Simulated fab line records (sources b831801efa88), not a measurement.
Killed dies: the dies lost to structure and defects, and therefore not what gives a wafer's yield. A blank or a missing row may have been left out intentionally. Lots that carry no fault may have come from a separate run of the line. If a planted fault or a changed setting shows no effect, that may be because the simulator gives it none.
Matching of chambers :: flow gf180mcu :: GF_POLY_GATE_ETCH_13 on rie si-01: 4 sister chambers
The step etches poly-Si in HBr/Cl2, stops on SiO2, target depth 198.5 nm, time 69.6 s. 4 wafers are shown with their chamber, then 7 later ones without.

WAFERS PAIRED WITH THEIR CHAMBERS
wafer: L757.2
chamber: 1
drypump motor current A (A): 5.69

wafer: L757.5
chamber: 2
drypump motor current A (A): 5.75

wafer: L760.2
chamber: 0
drypump motor current A (A): 6.32

wafer: L760.3
chamber: 3
drypump motor current A (A): 5.90

WAFERS MISSING THEIR CHAMBER
wafer: L760.5
drypump motor current A (A): 5.90

wafer: L765.1
drypump motor current A (A): 5.67

wafer: L765.5
drypump motor current A (A): 6.32

wafer: L765.6
drypump motor current A (A): 5.68

wafer: L775.1
drypump motor current A (A): 5.78

wafer: L775.4
drypump motor current A (A): 5.89

wafer: L775.5
drypump motor current A (A): 5.67

WHICH CHAMBER EACH WENT THROUGH
wafer: L760.5
from the rows above: 3
in truth: 3

wafer: L765.1
from the rows above: 1
in truth: 1

wafer: L765.5
from the rows above: 0
in truth: 0

wafer: L765.6
from the rows above: 1
in truth: 1

wafer: L775.1
from the rows above: 2
in truth: 2

wafer: L775.4
from the rows above: 3
in truth: 3

wafer: L775.5
from the rows above: 1
in truth: 1
Correct placement for 7 of the 7. Can't be placed from these rows: 0. Wrongly placed: 0.
How it was worked out, from the rows above alone: a wafer's distance from a chamber is the root of the sum, over the readings, of the square of ((its reading less the chamber's mean) divided by the reading's scatter). The wafer belongs to the nearest chamber; if the next one is less than 2 further off, it can't be placed. The mean given for a chamber averages the wafers shown for that chamber. The scatter: root of mean squared gap, hidden wafer to nearest shown wafer, with one shown wafer a chamber.
